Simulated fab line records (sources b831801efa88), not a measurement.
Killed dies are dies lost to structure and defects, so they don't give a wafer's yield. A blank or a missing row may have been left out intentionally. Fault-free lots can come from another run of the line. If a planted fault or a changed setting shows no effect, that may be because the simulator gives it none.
8D (eight disciplines) problem report, filled in by code | flow gf180mcu | the parts of the form that need people (team, actions taken, sign-off) are left out

== 1. WHAT WENT WRONG ==
Mean of cd-nm at GF_M1_CD_MEAS_14: 215.9 nm across 9 wafers in 3 lots; on wafers with no fault it is 229.8 nm (standard deviation 1.1). Relative to the usual mean, that is a shift of -13 standard deviations.
The step: target cd 230 nm.
First seen on wafer L275.2, day 20 13:49, on cd-sem-01. The record has a number at this step for 33 wafers belonging to 11 lots. By rule, "out" or "out of limits" means more than 4 standard deviations away from the usual mean. The other wafers with a number count as sound.

== 2. WHAT IT IS, WHAT IT ISN'T ==
question                    | is                     | is not
which readings at this step | cd-nm                  | -
which lots                  | L275, L277, L278       | L269, L271, L272, L274, L279, L285, L287, L288
which wafers of those lots  | all that have a number | -
read on which gauges        | cd-sem-01              | cd-sem-02
when                        | from day 20 13:49      | up to then (12 sound wafers); but 12 sound wafers of L279, L285, L287, L288 came after

== 3. THE SUSPECTS, EACH WITH WHAT RULES IT OUT ==
Counting: any tool at a process step up to the reading is kept as a suspect provided that every lot that is out went through it and no sound lot did after the first of them.
- the gauge at GF_M1_CD_MEAS_14: ruled out. All the wafers that are out were read on cd-sem-01, but those of them that GF_M1_PEB_12 has rows for are out there too, on other tools.
- litho-track-02 at GF_M1_PEB_12 (peb time 90 s): ruled out as a lasting fault. The sound lots L288 went through it after L275, its earliest lot that is out (day 20 13:28).
Left after counting: nothing in the record.

== 4. THE CAUSE (what the simulator had put in) ==
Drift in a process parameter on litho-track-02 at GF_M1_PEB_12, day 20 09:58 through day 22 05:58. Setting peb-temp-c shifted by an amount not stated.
It was ruled out by counting, in error; the rule expects a fault to strike all lots run on its tool from its start on, and this fault did not.

== 5. SEQUENCE OF EFFECTS, ordered by route ==
Rows list readings where the struck wafers' mean (over those with a number) sits beyond 3 standard deviations from the usual. Only readings for which the record gives a usual standard deviation are gone through. hours: the time from each lot's start at the first step in this table that gives one to its start at this step, as a median over the lots. sigmas: the change in usual standard deviations.
hours | step             | reading              | usual    | on struck wafers | change | sigmas
0     | GF_M1_PEB_12     | heater-power-total-W | 85.70 W  | 92.61            | +6.91  | +84
0     | GF_M1_PEB_12     | plate-temp-C         | 134.99 C | 143.29           | +8.30  | +59
0     | GF_M1_CD_MEAS_14 | cd-nm                | 229.8 nm | 215.9            | -13.9  | -13
Process steps it contains:
- GF_M1_PEB_12: peb time 90 s.

== 6. WHAT WOULD HAVE CAUGHT IT SOONER ==
Counted from the fault's start at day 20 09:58, it took 4 hours until the first out-of-limits reading at a measuring or inspecting step in this record, taken at day 20 13:49.
The tool's own readings at GF_M1_PEB_12 were out on every struck wafer that the step has a row for (heater-power-total-W, plate-temp-C): an alarm limit on them would have fired on the first of those.
